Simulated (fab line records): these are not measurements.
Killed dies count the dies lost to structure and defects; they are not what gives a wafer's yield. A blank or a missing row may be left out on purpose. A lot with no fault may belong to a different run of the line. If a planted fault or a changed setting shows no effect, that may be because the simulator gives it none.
Chamber matching -- flow gf180mcu -- pecvd-02 running GF_V3_CVD_02: 3 sister chambers
The step deposits SiO2 from TEOS, target thk 850 nm, time 93.19 s. 20 wafers are shown with their chamber, then 10 later ones without.

WAFERS, EACH WITH ITS CHAMBER
wafer,chamber,heater_power_outer_w (W),heater_power_w (W)
L076.1,1,375,655
L076.3,0,435,720
L076.6,0,327,570
L079.3,1,396,688
L079.5,0,441,727
L079.6,2,418,768
L084.2,2,315,645
L084.3,1,350,624
L084.4,1,384,682
L086.1,1,370,660
L086.3,2,377,693
L086.6,1,390,666
L087.1,1,369,647
L087.5,0,430,713
L087.6,1,306,559
L088.1,2,315,639
L088.3,1,380,653
L088.5,0,404,666
L092.4,0,321,559
L092.5,1,345,602

SIGNATURES, as means of the wafers listed above
reading,chamber 0,chamber 1,chamber 2,scatter within a chamber
heater_power_outer_w,393.00,366.50,356.25,41.4
heater_power_w,659.17,643.60,686.25,56.2
Rule: a wafer's distance from a chamber is the root of the sum, over the readings, of the square of ((its reading less the chamber's mean) divided by the reading's scatter). The wafer belongs to the nearest chamber; if the next one is less than 2 further off, it can't be placed. The scatter is the square root of a quotient: the sum, over the shown wafers, of each reading's squared deviation from its chamber's mean, divided by wafers minus chambers.

WAFERS WITH NO CHAMBER GIVEN
wafer,heater_power_outer_w (W),heater_power_w (W)
L092.6,370,725
L095.1,388,661
L095.4,398,673
L095.6,416,689
L096.3,340,597
L096.4,373,628
L096.6,397,691
L097.2,335,650
L097.5,418,726
L097.6,379,706

CHAMBER TAKEN BY EACH
wafer,from the rows above,in truth
L092.6,can't be placed: 2 or 0 or 1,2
L095.1,can't be placed: 0 or 1 or 2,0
L095.4,can't be placed: 0 or 1 or 2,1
L095.6,can't be placed: 0 or 1 or 2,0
L096.3,can't be placed: 1 or 2 or 0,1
L096.4,can't be placed: 1 or 0 or 2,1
L096.6,can't be placed: 0 or 2 or 1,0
L097.2,can't be placed: 1 or 2 or 0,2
L097.5,can't be placed: 0 or 2 or 1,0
L097.6,can't be placed: 2 or 0 or 1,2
Correctly placed: 0 of 10. Can't be placed from these rows: 10 (the true chamber is among the candidates in 10). Placed wrongly: 0.
